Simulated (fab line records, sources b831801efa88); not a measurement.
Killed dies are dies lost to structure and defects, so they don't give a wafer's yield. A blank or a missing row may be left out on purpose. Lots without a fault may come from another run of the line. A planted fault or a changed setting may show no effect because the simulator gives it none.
fab line records | flow sfq_line
record lots=6 wafers=18 last_day=87
route steps=325 shown M1@62 I1@73 M2@88 I2@103 M8@325
lots that met no fault: from a run of the same line without faults
start_h: hours from the record's first day to the start of the lot's first wafer shown | wait_h: hours since the lot's step before | " the same as in the row above | L1.1+2: a row that stands for several wafers | - no value, or no start given | * or withheld: withheld | < > ~ a bound
route shown NAME@n: a module of which the file shows steps, and the number in the route of the first | usual: mean/standard deviation of fault-free wafers | same: alike in all rows | chamber/n: place in a boat | sites: the reading at each site | _std_site: their standard deviation | _edge_site: outer sites' mean less inner sites' | radius_mm: how far each site lies from the wafer's centre | mask NAME#n: copy n | behind: the tool/chamber that last shaped the wafer | hold: why the lot was held/for how many hours/how that ended | device: the transistor (n, p or np) that didn't switch | end of line: the same wafers' tests at the end of the route | a step without rows: its recipe alone | killed: dies lost to structure and defects at the first sort, not the wafer's yield | map: a wafer's dies, x killed, . not, _ none there
set.NAME: the setting as run; set.NAME@STEP: as run at that earlier step | model.NAME: the simulator's own value behind a step, which no gauge read
lots at some steps of the route; a table a step, a row a wafer
services: from which hour (start_h, from the record's first day; less than 0 if before it) a tool's chamber was out of use, for how many hours, and why
## steps
# step SFQ_TRILAYER_M1_LITHO_COAT_044
# recipe resist=BARC spin_rpm=3000 resist_thk_nm=62
# step SFQ_TRILAYER_M1_LITHO_COAT_039
# recipe resist=KrF spin_rpm=3000 resist_thk_nm=600
# step SFQ_TRILAYER_M1_LITHO_SOFTBAKE_043
# recipe temp_c=withheld time_s=withheld resist=KrF
# step SFQ_TRILAYER_M1_LITHO_EXPOSE_040
# recipe mask_id=M1 na=0.6 source_shape=conventional sigma_outer=0.65 target_cd_nm=500 dose_mj=14.4
# step SFQ_TRILAYER_M1_LITHO_PEB_042
# recipe peb_temp_c=115 peb_time_s=60 resist=KrF
# step SFQ_TRILAYER_M1_LITHO_DEVELOP_041
# recipe time_s=60 resist=KrF
# step SFQ_M1_OVL_MEAS_911
# usual M1_OVL=-1/6.9
# columns lot.wafer tool chamber start_h wait_h M1_OVL[nm]
L473.2 overlay-02 - 548.98 0.1 -16
L473.3 " - " " -10
L473.6 " - " " -12
L476.1 overlay-01 - 587.98 0.1 -13
L476.2 " - " " -17
L476.5 " - " " -11
L480.3 overlay-01 - 629.31 0.1 -2
L480.4 " - " " 3
L480.5 " - " " 3
L481.2 overlay-02 - 640.91 0.1 -6
L481.4 " - " " 0
L481.6 " - " " -6
L492.1 overlay-01 - 736.28 0.1 0
L492.2 " - " " 1
L492.4 " - " " 4
L495.3 overlay-01 - 771.09 0.1 -1
L495.5 " - " " -11
L495.6 " - " " -10
# step SFQ_TRILAYER_M1_BARC_OPEN_METAL_ETCH_054
# recipe mask_material=PR chemistry=O2 target_depth_nm=125 target=BARC icp_w=600 bias_w=80 pressure_mtorr=10 time_s=41.7
# step SFQ_TRILAYER_M1_ETCH_METAL_ETCH_042
# recipe target=Nb stop_on=SiO2 mask_material=PR chemistry=Cl2/Ar target_depth_nm=240 icp_w=600 bias_w=80 pressure_mtorr=10 time_s=120
# usual drypump_motor_current_A=5.9/0.3 oes_product_au=0.894/0.0068
# columns lot.wafer tool chamber start_h wait_h drypump_motor_current_A oes_product_au rf_hours_counter_h
L473.2 rie_metal-03 1 549.17 0.1 6.0 0.886 -
L473.3 " 1 " " 6.0 0.885 -
L473.6 " 1 " " 6.0 0.891 -
L476.1 rie_metal-01 1 588.07 0.0 5.6 0.899 99
L476.2 " 0 " " 5.6 0.893 10
L476.5 " 0 " " 5.6 0.900 -
L480.3 rie_metal-03 0 629.44 0.1 6.5 0.897 -
L480.4 " 1 " " 6.0 0.895 -
L480.5 " 1 " " 6.0 0.898 -
L481.2 rie_metal-01 0 641.00 0.0 5.6 0.881 20
L481.4 " 1 " " 5.6 0.893 -
L481.6 " 1 " " 5.6 0.899 -
L492.1 rie_metal-03 0 736.38 0.0 6.4 0.910 26
L492.2 " 1 " " 6.0 0.909 97
L492.4 " 1 " " 6.0 0.898 -
L495.3 rie_metal-01 0 771.22 0.1 5.6 0.895 -
L495.5 " 0 " " 5.6 0.899 -
L495.6 " 1 " " 5.6 0.904 -
# step SFQ_TRILAYER_M1_STRIP_STRIP_043
# recipe gas=O2 power_w=200 platen_temp_c=40 overash_fraction=0.65 chemistry=O2 pressure_mtorr=50
# step SFQ_TRILAYER_M1_STRIP_SOLV_CLEAN_044
# recipe chemistry=NMP temp_c=70 time_s=600
# step SFQ_TRILAYER_I1_DEP_PECVD_045
# recipe material=SiO2 temp_c=150 time_s=111.11 pressure_torr=2.4 rf_w=183.3 precursor=SiH4/N2O target_thk_nm=500
# usual heater_power_w=80/13 throttle_valve_pct=24.5/1.4
# columns lot.wafer tool chamber start_h wait_h heater_power_w throttle_valve_pct
L473.2 pecvd-03 1 550.77 0.0 69 25.8
L473.3 " 2 " " 69 31.3
L473.6 " 1 " " 71 26.0
L476.1 pecvd-03 1 588.97 0.0 69 23.1
L476.2 " 0 " " 85 23.0
L476.5 " 0 " " 87 22.9
L480.3 pecvd-03 2 630.30 0.0 70 24.3
L480.4 " 0 " " 75 22.7
L480.5 " 1 " " 68 23.3
L481.2 pecvd-04 0 641.90 0.0 75 25.4
L481.4 " 2 " " 84 25.2
L481.6 " 0 " " 80 25.1
L492.1 pecvd-03 0 737.28 0.0 93 23.0
L492.2 " 1 " " 77 23.4
L492.4 " 1 " " 82 23.5
L495.3 pecvd-04 2 772.12 0.0 80 25.2
L495.5 " 0 " " 78 25.9
L495.6 " 2 " " 83 25.3
# step SFQ_TRILAYER_I1_CMP_CMP_046
# recipe material=SiO2 down_force_psi=3 platen_rpm=60 pad_velocity_m_s=0.94248
# usual motor_current_A=10.1/1.1 time_to_endpoint_s=216/6.3
# columns lot.wafer tool chamber start_h wait_h motor_current_A time_to_endpoint_s model.SiO2_of_TRILAYER_I1_DEP_PECVD_045.thk_nm
L473.2 cmp-02 2 551.35 0.5 9.9 216 201.7
L473.3 " 3 " " 9.2 216 201.4
L473.6 " 2 553.35 2.5 10.8 221 199.6
L476.2 cmp-01 0 589.57 0.6 11.0 210 199.3
L476.1 " 1 " " 8.6 208 199.3
L476.5 " 1 592.07 3.0 8.6 211 199.2
L480.4 cmp-01 2 634.46 4.1 9.9 222 199.3
L480.3 " 3 " " 11.2 216 199.6
L480.5 " 0 " " 11.0 257 148.7
L481.4 cmp-01 1 645.46 3.5 8.9 218 199.5
L481.2 " 0 646.96 5.0 11.7 252 149.8
L481.6 " 2 647.96 6.0 9.7 229 199.7
L492.2 cmp-01 1 739.84 2.5 8.6 212 199.3
L492.1 " 2 " " 10.3 212 199.8
L492.4 " 3 " " 12.5 232 200.6
L495.3 cmp-01 3 773.26 1.1 11.0 219 200.4
L495.6 " 2 774.76 2.6 9.8 214 200.2
L495.5 " 3 " " 12.0 210 199.6
# step SFQ_I1_BOW_MEAS_912
# recipe mode=bow
# usual I1_BOW=2/7.5
# columns lot.wafer tool chamber start_h wait_h I1_BOW[um]
L473.2 film_metro-03 - 553.87 2.0 5
L473.3 " - " " -7
L473.6 " - " " 8
L476.1 film_metro-02 - 592.57 2.0 1
L476.2 " - " " 8
L476.5 " - " " 8
L480.3 film_metro-03 - 636.50 1.0 -1
L480.4 " - " " 18
L480.5 " - " " -7
L481.2 film_metro-03 - 648.48 1.0 1
L481.4 " - " " -8
L481.6 " - " " 9
L492.1 film_metro-02 - 742.34 1.5 8
L492.2 " - " " 3
L492.4 " - " " 12
L495.3 film_metro-04 - 775.80 2.0 -5
L495.5 " - " " 6
L495.6 " - " " 2
# step SFQ_TRILAYER_I1_METRO_MEASURE_047
# usual thk_nm=200.1/0.96
# columns lot.wafer tool chamber start_h wait_h thk_nm
L473.2 film_metro-03 - 554.17 0.3 201.7
L473.3 " - " " 201.4
L473.6 " - " " 199.6
L476.1 film_metro-02 - 592.69 0.1 199.3
L476.2 " - " " 199.2
L476.5 " - " " 199.2
L480.3 film_metro-03 - 636.98 0.5 199.6
L480.4 " - " " 199.2
L480.5 " - " " 148.7
L481.2 film_metro-03 - 648.78 0.3 149.8
L481.4 " - " " 199.5
L481.6 " - " " 199.8
L492.1 film_metro-02 - 742.46 0.1 199.7
L492.2 " - " " 199.2
L492.4 " - " " 200.6
L495.3 film_metro-04 - 776.28 0.5 200.3
L495.5 " - " " 199.7
L495.6 " - " " 200.3
# step SFQ_TRILAYER_I1_VIA_LITHO_COAT_054
# recipe resist=BARC spin_rpm=3000 resist_thk_nm=62
# step SFQ_TRILAYER_I1_VIA_LITHO_COAT_049
# recipe resist=KrF spin_rpm=3000 resist_thk_nm=650
# step SFQ_TRILAYER_I1_VIA_LITHO_SOFTBAKE_053
# recipe temp_c=withheld time_s=withheld resist=KrF
# step SFQ_TRILAYER_I1_VIA_LITHO_EXPOSE_050
# recipe mask_id=I1 na=0.6 source_shape=conventional sigma_outer=0.65 target_cd_nm=500 dose_mj=21.3
# step SFQ_TRILAYER_I1_VIA_LITHO_PEB_052
# recipe peb_temp_c=115 peb_time_s=60 resist=KrF
# step SFQ_TRILAYER_I1_VIA_LITHO_DEVELOP_051
# recipe time_s=60 resist=KrF
# step SFQ_I1_OVL_MEAS_913
# usual I1_OVL=1/5.4
# columns lot.wafer tool chamber start_h wait_h I1_OVL[nm]
L473.2 overlay-02 - 557.43 0.1 2
L473.3 " - " " 10
L473.6 " - " " 0
L476.1 overlay-01 - 612.50 0.1 -1
L476.2 " - " " -5
L476.5 " - " " -1
L480.3 overlay-02 - 787.89 0.1 1
L480.4 " - " " -4
L480.5 " - " " 1
L481.2 overlay-02 - 801.09 0.1 -4
L481.4 " - " " -2
L481.6 " - " " -3
L492.1 overlay-02 - 896.27 0.1 -2
L492.2 " - " " -11
L492.4 " - " " -7
L495.3 overlay-01 - 928.68 0.1 -11
L495.5 " - " " 1
L495.6 " - " " 5
# step SFQ_TRILAYER_I1_VIA_BARC_OPEN_VIA_ETCH_071
# recipe mask_material=PR chemistry=O2 target_depth_nm=125 target=BARC source_w=500 bias_w=80 pressure_mtorr=30 time_s=41.7
# usual drypump_motor_current_A=5.7/0.64 oes_product_au=0.686/0.0043
# columns lot.wafer tool chamber start_h wait_h drypump_motor_current_A oes_product_au rf_hours_counter_h
L473.2 rie_diel-01 0 557.46 0.0 5.3 0.681 5
L473.3 " 3 " " 6.7 0.671 0
L473.6 " 2 " " 6.7 0.689 -
L476.1 rie_diel-02 2 612.54 0.0 5.3 0.689 3
L476.2 " 0 " " 5.8 0.686 12
L476.5 " 2 " " 5.3 0.683 -
L480.3 rie_diel-01 0 787.92 0.0 5.3 0.689 7
L480.4 " 2 " " 6.7 0.682 33
L480.5 " 1 " " 4.8 0.686 -
L481.2 rie_diel-03 3 801.12 0.0 5.9 0.694 22
L481.4 " 1 " " 6.6 0.692 16
L481.6 " 3 " " 5.9 0.688 -
L492.1 rie_diel-01 0 896.31 0.0 5.3 0.687 9
L492.2 " 1 " " 4.8 0.683 13
L492.4 " 0 " " 5.3 0.688 -
L495.3 rie_diel-02 2 928.71 0.0 5.3 0.684 8
L495.5 " 3 " " 5.7 0.691 -
L495.6 " 0 " " 5.8 0.691 -
# step SFQ_TRILAYER_I1_VIA_ETCH_VIA_ETCH_052
# recipe target=SiO2 stop_on=Nb mask_material=PR taper_deg=20 chemistry=CHF3 target_depth_nm=260 source_w=500 bias_w=80 pressure_mtorr=30 time_s=withheld
# usual drypump_motor_current_A=5.7/0.64 oes_product_au=0.855/0.005
# columns lot.wafer tool chamber start_h wait_h drypump_motor_current_A oes_product_au model.etch.depth_nm model.I1.feature_depth_nm
L473.2 rie_diel-01 0 557.50 0.0 5.3 0.860 201.7 201.7
L473.3 " 3 " " 6.7 0.852 201.4 201.4
L473.6 " 2 " " 6.8 0.854 199.6 199.6
L476.1 rie_diel-02 2 612.58 0.0 5.3 0.846 199.3 199.3
L476.2 " 0 " " 5.8 0.848 199.3 199.3
L476.5 " 2 " " 5.4 0.855 199.2 199.2
L480.3 rie_diel-01 0 787.96 0.0 5.3 0.853 199.6 199.6
L480.4 " 2 " " 6.7 0.859 199.3 199.3
L480.5 " 1 " " 4.8 0.727 148.7 148.7
L481.2 rie_diel-03 3 801.16 0.0 5.9 0.736 149.8 149.8
L481.4 " 1 " " 6.6 0.851 199.5 199.5
L481.6 " 3 " " 5.9 0.855 199.7 199.7
L492.1 rie_diel-01 0 896.35 0.0 5.3 0.848 199.8 199.8
L492.2 " 1 " " 4.8 0.853 199.3 199.3
L492.4 " 0 " " 5.3 0.859 200.6 200.6
L495.3 rie_diel-02 2 928.75 0.0 5.3 0.855 200.4 200.4
L495.5 " 3 " " 5.7 0.862 199.6 199.6
L495.6 " 0 " " 5.9 0.849 200.2 200.2
# step SFQ_TRILAYER_I1_VIA_STRIP_STRIP_053
# recipe gas=O2 power_w=200 platen_temp_c=40 overash_fraction=0.65 chemistry=O2 pressure_mtorr=50
# usual drypump_motor_current_A=5.9/0.31 oes_product_au=0.999/0.0088
# columns lot.wafer tool chamber start_h wait_h drypump_motor_current_A oes_product_au rf_hours_counter_h
L473.2 rie_metal-03 1 557.81 - 6.0 1.011 -
L473.3 " 1 " " 6.0 1.004 -
L473.6 " 1 " " 6.0 1.002 -
L476.1 rie_metal-04 0 612.69 - 5.8 0.998 104
L476.2 " 1 " " 5.9 1.004 92
L476.5 " 1 " " 5.9 1.008 -
L480.3 rie_metal-03 0 788.27 - 6.5 0.990 -
L480.4 " 1 " " 6.0 1.013 -
L480.5 " 0 " " 6.5 0.985 -
L481.2 rie_metal-02 1 801.27 - 5.4 1.006 52
L481.4 " 0 " " 5.7 0.999 -
L481.6 " 0 " " 5.7 0.998 -
L492.1 rie_metal-04 0 896.46 - 5.8 0.996 6
L492.2 " 0 " " 5.8 0.992 -
L492.4 " 0 " " 5.8 1.004 -
L495.3 rie_metal-03 0 929.06 - 6.4 0.983 -
L495.5 " 0 " " 6.4 0.979 -
L495.6 " 1 " " 6.0 0.998 -
# step SFQ_TRILAYER_I1_VIA_STRIP_SOLV_CLEAN_054
# recipe chemistry=NMP temp_c=70 time_s=600
# step SFQ_TRILAYER_M2_DEP_PRE_CLEAN_056
# recipe gas=Ar time_s=22.5 bias_v=250
# usual bias_v=250.4/2.6
# columns lot.wafer tool chamber start_h wait_h bias_v model.SiO2_of_TRILAYER_I1_DEP_PECVD_045.thk_nm
L473.2 pvd_sputter-04 - 558.99 0.0 248.8 194.2
L473.3 " - " " 248.6 193.9
L473.6 " - " " 257.2 192.1
L476.1 pvd_sputter-04 - 613.47 0.0 252.8 191.8
L476.2 " - " " 248.4 191.8
L476.5 " - " " 251.8 191.7
L480.3 pvd_sputter-04 - 788.86 0.0 252.7 192.1
L480.4 " - " " 249.5 191.8
L480.5 " - " " 251.4 141.2
L481.2 pvd_sputter-06 - 802.05 0.0 252.9 142.3
L481.4 " - " " 249.5 192
L481.6 " - " " 249.2 192.2
L492.1 pvd_sputter-04 - 898.23 0.0 250.8 192.3
L492.2 " - " " 249.2 191.8
L492.4 " - " " 249.2 193.1
L495.3 pvd_sputter-03 - 929.63 0.0 252.9 192.9
L495.5 " - " " 251.5 192.1
L495.6 " - " " 246.5 192.7
# step SFQ_TRILAYER_M2_DEP_SPUTTER_055
# recipe material=Nb base_pressure_pa=1.33e-06 chamber_pressure_pa=0.1333 substrate_temp_c=20 resputter_cathode_voltage_v=400 target_thk_nm=200 power_w=2000 time_s=133.3
# step SFQ_M2_RS_MEAS_914
# recipe thk_meas_gauge=four-point-probe reads=Nb_of_TRILAYER_M2_DEP_SPUTTER_055
# usual M2_NB_RS=0.891/0.01
# columns lot.wafer tool chamber start_h wait_h M2_NB_RS[ohm/sq]
L473.2 film_metro-03 - 559.13 0.1 0.883
L473.3 " - " " 0.896
L473.6 " - " " 0.889
L476.1 film_metro-01 - 613.59 0.0 0.894
L476.2 " - " " 0.895
L476.5 " - " " 0.895
L480.3 film_metro-03 - 789.02 0.1 0.888
L480.4 " - " " 0.896
L480.5 " - " " 0.893
L481.2 film_metro-01 - 802.19 0.1 0.880
L481.4 " - " " 0.885
L481.6 " - " " 0.882
L492.1 film_metro-03 - 898.35 0.0 0.896
L492.2 " - " " 0.902
L492.4 " - " " 0.909
L495.3 film_metro-01 - 929.79 0.1 0.910
L495.5 " - " " 0.901
L495.6 " - " " 0.902
# step SFQ_TRILAYER_M2_LITHO_COAT_062
# recipe resist=BARC spin_rpm=3000 resist_thk_nm=62
# step SFQ_TRILAYER_M2_LITHO_COAT_057
# recipe resist=KrF spin_rpm=3000 resist_thk_nm=600
# step SFQ_TRILAYER_M2_LITHO_SOFTBAKE_061
# recipe temp_c=withheld time_s=withheld resist=KrF
# step SFQ_TRILAYER_M2_LITHO_EXPOSE_058
# recipe mask_id=M2 na=0.6 source_shape=conventional sigma_outer=0.65 target_cd_nm=500 dose_mj=14.4
# step SFQ_TRILAYER_M2_LITHO_PEB_060
# recipe peb_temp_c=115 peb_time_s=60 resist=KrF
# step SFQ_TRILAYER_M2_LITHO_DEVELOP_059
# recipe time_s=60 resist=KrF
# step SFQ_M2_OVL_MEAS_916
# usual M2_OVL=-1/5.4
# columns lot.wafer tool chamber start_h wait_h M2_OVL[nm]
L473.2 overlay-02 - 694.16 0.1 4
L473.3 " - " " 8
L473.6 " - " " 3
L476.1 overlay-01 - 757.88 0.1 4
L476.2 " - " " 5
L476.5 " - " " -7
L480.3 overlay-02 - 792.66 0.1 -7
L480.4 " - " " 0
L480.5 " - " " 1
L481.2 overlay-02 - 805.89 0.1 -6
L481.4 " - " " -2
L481.6 " - " " -3
L492.1 overlay-01 - 1049.23 0.1 -4
L492.2 " - " " 2
L492.4 " - " " 3
L495.3 overlay-01 - 1075.64 0.1 -3
L495.5 " - " " -1
L495.6 " - " " 7
# step SFQ_TRILAYER_M2_BARC_OPEN_METAL_ETCH_077
# recipe mask_material=PR chemistry=O2 target_depth_nm=125 target=BARC icp_w=600 bias_w=80 pressure_mtorr=10 time_s=41.7
# step SFQ_TRILAYER_M2_ETCH_METAL_ETCH_060
# recipe target=Nb stop_on=SiO2 mask_material=PR chemistry=Cl2/Ar target_depth_nm=240 icp_w=600 bias_w=80 pressure_mtorr=10 time_s=120
# step SFQ_TRILAYER_M2_STRIP_STRIP_061
# recipe gas=O2 power_w=200 platen_temp_c=40 overash_fraction=0.65 chemistry=O2 pressure_mtorr=50
# usual drypump_motor_current_A=5.69/0.18 oes_product_au=1.000/0.0084
# columns lot.wafer tool chamber start_h wait_h drypump_motor_current_A oes_product_au rf_hours_counter_h
L473.2 rie_metal-04 1 694.38 0.1 5.94 1.013 104
L473.3 " 0 " " 5.78 1.007 -
L473.6 " 1 " " 5.93 1.015 -
L476.1 rie_metal-04 1 758.10 0.1 5.95 1.024 112
L476.2 " 0 " " 5.79 0.996 124
L476.5 " 0 " " 5.79 0.998 -
L480.3 rie_metal-04 0 793.07 0.2 5.77 1.002 -
L480.4 " 1 " " 5.90 1.006 -
L480.5 " 1 " " 5.92 1.006 -
L481.2 rie_metal-01 1 806.11 0.1 5.61 1.004 132
L481.4 " 0 " " 5.57 0.991 -
L481.6 " 0 " " 5.58 1.007 -
L492.1 rie_metal-02 0 1049.45 0.1 5.75 0.984 37
L492.2 " 1 " " 5.38 1.002 82
L492.4 " 1 " " 5.39 1.003 -
L495.3 rie_metal-01 1 1076.05 0.2 5.61 0.994 -
L495.5 " 1 " " 5.59 0.986 -
L495.6 " 0 " " 5.58 1.001 -
# step SFQ_TRILAYER_M2_STRIP_SOLV_CLEAN_062
# recipe chemistry=NMP temp_c=70 time_s=600
# step SFQ_TRILAYER_I2_DEP_PECVD_063
# recipe material=SiO2 temp_c=150 time_s=111.11 pressure_torr=2.4 rf_w=183.3 precursor=SiH4/N2O target_thk_nm=500
# step SFQ_M8_BOW_MEAS_951
# recipe mode=bow
# usual M8_BOW=9/7.9
# columns lot.wafer tool chamber start_h wait_h M8_BOW[um] model.etest.i1.link_ohm
L473.2 film_metro-04 - 1928.48 0.0 1 1.974
L473.3 " - " " -11 1.998
L473.6 " - " " 2 1.966
L476.1 film_metro-04 - 2009.51 0.0 2 1.967
L476.2 " - " " 8 1.974
L476.5 " - " " 8 1.97
L480.3 film_metro-04 - 2020.16 0.0 10 1.968
L480.4 " - " " 30 1.975
L480.5 " - " " 6 1.919
L481.2 film_metro-01 - 2022.09 0.0 9 1.922
L481.4 " - " " 4 1.964
L481.6 " - " " 20 1.953
L492.1 film_metro-02 - 2069.28 0.0 3 1.959
L492.2 " - " " -1 1.967
L492.4 " - " " 6 1.983
L495.3 film_metro-02 - 2095.16 0.0 1 1.992
L495.5 " - " " 11 1.982
L495.6 " - " " 8 1.978
## services
# columns tool chamber start_h hours kind
rie_diel-01 2 532.16 6.1 repair
cmp-01 - 568.79 4.8 pm
cmp-01 - 576.58 4.0 pm
cmp-01 - 583.52 2.4 repair
rie_diel-01 0 587.33 6.4 repair
rie_diel-01 - 605.49 4.0 repair
rie_diel-01 1 622.52 1.7 repair
rie_metal-04 - 623.98 1.4 pm
rie_diel-01 - 693.11 2.8 pm
rie_metal-03 1 698.95 24.6 repair
rie_diel-01 0 717.57 9.6 repair
rie_diel-01 - 757.86 0.3 repair
rie_metal-04 0 793.62 7.3 repair
rie_diel-01 2 813.13 2.6 repair
rie_metal-04 - 828.27 1.7 repair
rie_metal-01 - 829.27 0.5 repair
rie_diel-01 1 832.27 9.7 repair
rie_metal-01 1 847.35 1.7 repair
rie_diel-01 3 893.14 1.7 repair
rie_diel-01 3 896.08 6.3 repair
rie_diel-01 0 948.08 7.6 repair
rie_metal-03 - 966.01 0.3 repair
rie_diel-01 0 1039.61 12.9 repair
rie_metal-03 1 1048.59 3.9 repair
## key
first_sign step=SFQ_TRILAYER_I1_CMP_CMP_046 reading=time_to_endpoint_s direction=up sigmas=6.1 usual=* struck=*
effect step=SFQ_TRILAYER_I1_METRO_MEASURE_047 reading=thk_nm direction=down sigmas=53 usual=200.1 struck=149.2
effect step=SFQ_TRILAYER_I1_VIA_ETCH_VIA_ETCH_052 reading=oes_product_au direction=down sigmas=25 usual=0.855 struck=0.731
model_effect step=SFQ_TRILAYER_I1_CMP_CMP_046 value=SiO2_of_TRILAYER_I1_DEP_PECVD_045.thk_nm without=199.3 struck=149.3
model_effect step=SFQ_TRILAYER_I1_VIA_ETCH_VIA_ETCH_052 value=etch.depth_nm without=199.3 struck=149.3
model_effect step=SFQ_TRILAYER_M2_DEP_PRE_CLEAN_056 value=SiO2_of_TRILAYER_I1_DEP_PECVD_045.thk_nm without=191.8 struck=141.8
model_effect step=SFQ_M8_BOW_MEAS_951 value=etest.i1.link_ohm without=1.967 struck=1.92
met_at SFQ_TRILAYER_I1_CMP_CMP_046
struck_wafers L480.5,L481.2
onset_between 589.57 634.46
fault kind=process_parameter_drift tool=cmp-01 chamber=0 onset_h=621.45 steps=SFQ_TRILAYER_I1_CMP_CMP_046 channel=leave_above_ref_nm offset=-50 shape=step end_h=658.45 acts_in=these_recipes_only stated=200
